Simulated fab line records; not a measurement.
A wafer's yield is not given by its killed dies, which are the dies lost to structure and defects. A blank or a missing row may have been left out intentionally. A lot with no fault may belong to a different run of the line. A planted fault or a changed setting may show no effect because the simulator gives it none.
Which tool was responsible? | flow sky130 | Sampling: 13 lots, 39 wafers, 2 of 708 route steps

## WHAT THE GAUGES READ, wafer by wafer
SKY_SONOS_ONO_THK_MEAS_03.
lot  | measured     | on            | SONOS_ONO_CVD_02_THK (nm)
L134 | day 12 01:46 | film metro-02 | 10.34 10.44 10.37
L138 | day 13 13:40 | film metro-04 | 10.50 10.56 10.48
L137 | day 13 13:40 | film metro-01 | 10.36 10.30 10.39
L140 | day 14 00:29 | film metro-01 | 10.39 10.39 10.46
L145 | day 15 17:20 | film metro-01 | 10.58 10.71 10.73
L147 | day 16 15:43 | film metro-01 | 10.49 10.57 10.57
L148 | day 16 21:32 | film metro-04 | 10.52 10.54 10.56
L150 | day 17 08:46 | film metro-01 | 10.40 10.41 10.40
L151 | day 17 18:22 | film metro-04 | 10.60 10.49 10.58
L152 | day 18 08:04 | film metro-01 | 10.47 10.34 10.57
L153 | day 18 16:55 | film metro-04 | 10.45 10.50 10.34
L154 | day 19 00:04 | film metro-04 | 10.54 10.70 10.54
L155 | day 19 06:47 | film metro-02 | 10.50 10.38 10.42

SKY_SONOS_ONO_OVL_MEAS_14.
lot  | measured     | on         | SONOS_ONO_OVL (nm)
L134 | day 13 03:25 | overlay-01 | -0.4 -0.6 -0.1
L138 | day 14 16:47 | overlay-01 | -0.3 0.3 -0.1
L137 | day 14 16:29 | overlay-02 | 2.2 0.2 0.7
L140 | day 15 04:57 | overlay-02 | 0.5 0.5 -2.9
L145 | day 16 22:10 | overlay-01 | -4.2 -2.0 -2.8
L147 | day 17 21:05 | overlay-02 | 0.9 1.5 0.0
L148 | day 18 04:13 | overlay-02 | 0.8 -0.6 2.6
L150 | day 18 16:59 | overlay-02 | 0.0 -0.4 -0.1
L151 | day 19 02:06 | overlay-02 | 0.0 -0.7 -0.3
L152 | day 19 16:04 | overlay-02 | -1.9 -0.8 -0.9
L153 | day 20 00:26 | overlay-02 | 0.9 0.2 1.0
L154 | day 20 08:11 | overlay-01 | 0.0 -3.7 -1.5
L155 | day 20 14:43 | overlay-02 | 0.1 -0.7 -0.8

## WHAT TOOL EACH LOT RAN ON (gives the tool, then ch and the chambers of the sampled wafers, and finally the start)
The record holds no process step before these readings.

## AS READ BY THE TOOLS THEMSELVES (means over the sampled wafers that have a number; for cases with no such wafer, the mark the record gives instead)
The record holds no such reading with a usual standard deviation.

## THE ANSWER, worked out from the rows above alone
Rule: usual is defined by the lots themselves. The widest of any qualifying gaps counts: lots, ordered by their means at a reading, are off when they make up no more than a third of the lots, leave a main group of 4 or more, and stand apart from it by 3 or more times the standard deviation of that group's means. The tables above print the reading to a certain number of digits; a main group whose means all agree to those digits is not used. A lot without any number at a reading at which 4 lots or more have one is off too. Where the step has rows for the other lots, those lots are counted as sound. First the gauges in route order, then the tools' own readings, where a lot's mean is used as printed above. At the first step where some lot is off, the reading lying furthest off is the one used; lots without a number count as furthest.
Across all readings shown, no lot is off: no conclusion can be drawn from this.

## WHAT THE SIMULATOR HAD PUT IN
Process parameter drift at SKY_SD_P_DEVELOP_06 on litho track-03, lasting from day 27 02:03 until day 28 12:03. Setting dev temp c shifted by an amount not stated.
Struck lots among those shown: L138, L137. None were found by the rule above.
